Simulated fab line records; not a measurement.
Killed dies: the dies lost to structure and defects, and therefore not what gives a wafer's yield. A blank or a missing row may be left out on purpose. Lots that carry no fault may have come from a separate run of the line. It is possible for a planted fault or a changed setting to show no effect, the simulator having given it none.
Which of the tools did it?	flow sky130	18 wafers sampled from 6 lots at 1 step of a route of 708

WHAT THE GAUGES SHOWED, per wafer
SKY_POLY_CUT_CD_MEAS_08 targets a cd of 270 nm.
lot	measured	on	cdNm (nm)
L422	day 25 15:53	cdSem-02	270.1 270.0 269.9
L427	day 27 23:06	cdSem-02	267.7 269.9 269.1
L429	day 28 21:50	cdSem-01	269.4 271.1 271.1
L436	day 30 09:58	cdSem-02	270.4 268.6 270.0
L437	day 30 15:54	cdSem-01	267.1 266.3 267.8
L439	day 31 05:01	cdSem-01	268.3 268.5 268.1

TOOL THAT RAN EACH LOT (tool first, then ch and the chambers of the sampled wafers, then the start)
Before these readings, the record contains no process step.

THE ANSWER, worked out from the rows above alone
Rule: usual is defined by the lots themselves. Put in order of their means at a reading, lots are off if they are a third of the lots or fewer, leave a main group of 4 or more, and stand apart from it by a gap of 3 or more times the standard deviation of the main group's means; of several such gaps the widest counts. A main group whose means are all the same, to the digits that the tables above print for the reading, isn't used. Also off: a lot with no number at a reading for which 4 or more lots have one. All remaining lots with rows at the step are treated as sound.
None of the lots is off at any reading shown; this tells nothing.

WHAT WAS PUT IN BY THE SIMULATOR
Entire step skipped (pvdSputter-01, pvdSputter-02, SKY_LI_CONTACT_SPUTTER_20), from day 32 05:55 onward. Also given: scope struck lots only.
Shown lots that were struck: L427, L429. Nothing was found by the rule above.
